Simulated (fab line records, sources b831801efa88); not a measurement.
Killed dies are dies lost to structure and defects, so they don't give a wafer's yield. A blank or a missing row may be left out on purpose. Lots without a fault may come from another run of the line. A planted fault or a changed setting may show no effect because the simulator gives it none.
Which tool did it? | flow sky130 | 14 lots, 42 wafers sampled, at 2 steps of a route of 708

WHAT THE GAUGES READ, wafer by wafer
SKY_POLY_GATE_THK_MEAS_21.
lot  | measured     | on            | POLY_GATE_OXIDATION_THK (nm)
L480 | day 17 04:39 | film_metro-01 | 4.02 3.99 4.02
L482 | day 17 18:53 | film_metro-02 | 4.06 4.05 4.09
L483 | day 18 03:14 | film_metro-02 | 4.09 4.11 4.09
L485 | day 19 11:11 | film_metro-02 | 3.96 3.93 3.88
L490 | day 20 19:38 | film_metro-04 | 3.90 3.93 3.94
L491 | day 21 08:14 | film_metro-02 | 3.94 4.00 3.97
L492 | day 21 15:10 | film_metro-02 | 3.91 3.91 3.87
L493 | day 21 17:46 | film_metro-02 | 3.92 3.91 3.91
L494 | day 22 02:56 | film_metro-02 | 3.99 3.91 3.87
L495 | day 22 14:37 | film_metro-01 | 4.09 4.00 4.04
L496 | day 22 21:41 | film_metro-01 | 4.05 4.02 4.05
L498 | day 23 13:03 | film_metro-01 | 4.06 4.04 4.05
L499 | day 23 22:05 | film_metro-04 | 3.99 4.08 3.94
L500 | day 24 07:35 | film_metro-04 | 3.85 3.88 3.90

SKY_LDD_P_TW_MEAS_11.
lot  | measured     | on            | LDD_P_TW
L480 | day 19 19:10 | film_metro-03 | 639 646 640
L482 | day 20 09:58 | film_metro-01 | 636 643 638
L483 | day 20 18:24 | film_metro-03 | 645 646 646
L485 | day 22 03:18 | film_metro-02 | 643 638 636
L490 | day 23 12:17 | film_metro-03 | 644 646 644
L491 | day 24 00:27 | film_metro-03 | 645 645 638
L492 | day 24 06:18 | film_metro-01 | 636 640 638
L493 | day 24 08:44 | film_metro-01 | 640 637 640
L494 | day 24 18:38 | film_metro-03 | 644 647 642
L495 | day 25 05:53 | film_metro-01 | 634 636 634
L496 | day 25 13:30 | film_metro-02 | 637 635 635
L498 | day 26 03:55 | film_metro-02 | 638 638 638
L499 | day 26 11:48 | film_metro-02 | 636 640 638
L500 | day 26 21:01 | film_metro-01 | 634 637 638

WHICH TOOL RAN EACH LOT (tool, then ch and the chambers of the sampled wafers, then the start)
The record holds no process step before these readings.

WHAT THE TOOLS THEMSELVES READ (means of the sampled wafers that have a number; where no wafer has one, the mark that the record gives instead)
The record holds no such reading with a usual standard deviation.

THE ANSWER, worked out from the rows above alone
Rule: what is usual is taken from the lots themselves. Put in order of their means at a reading, lots are off if they are a third of the lots or fewer, leave a main group of 4 or more, and stand apart from it by a gap of 3 or more times the standard deviation of the main group's means; of several such gaps the widest counts. A main group whose means are all the same, to the digits that the tables above print for the reading, isn't used. A lot without any number at a reading at which 4 lots or more have one is off too. The other lots that the step has rows for count as sound. The gauges are gone through in route order, then the tools' own readings, and for those a lot's mean is taken as printed above. The first step at which some lot is off is used, and at that step the reading that is off furthest; a lot without a number counts as furthest.
No lot is off at any reading shown: from this, nothing can be told.

WHAT THE SIMULATOR HAD PUT IN
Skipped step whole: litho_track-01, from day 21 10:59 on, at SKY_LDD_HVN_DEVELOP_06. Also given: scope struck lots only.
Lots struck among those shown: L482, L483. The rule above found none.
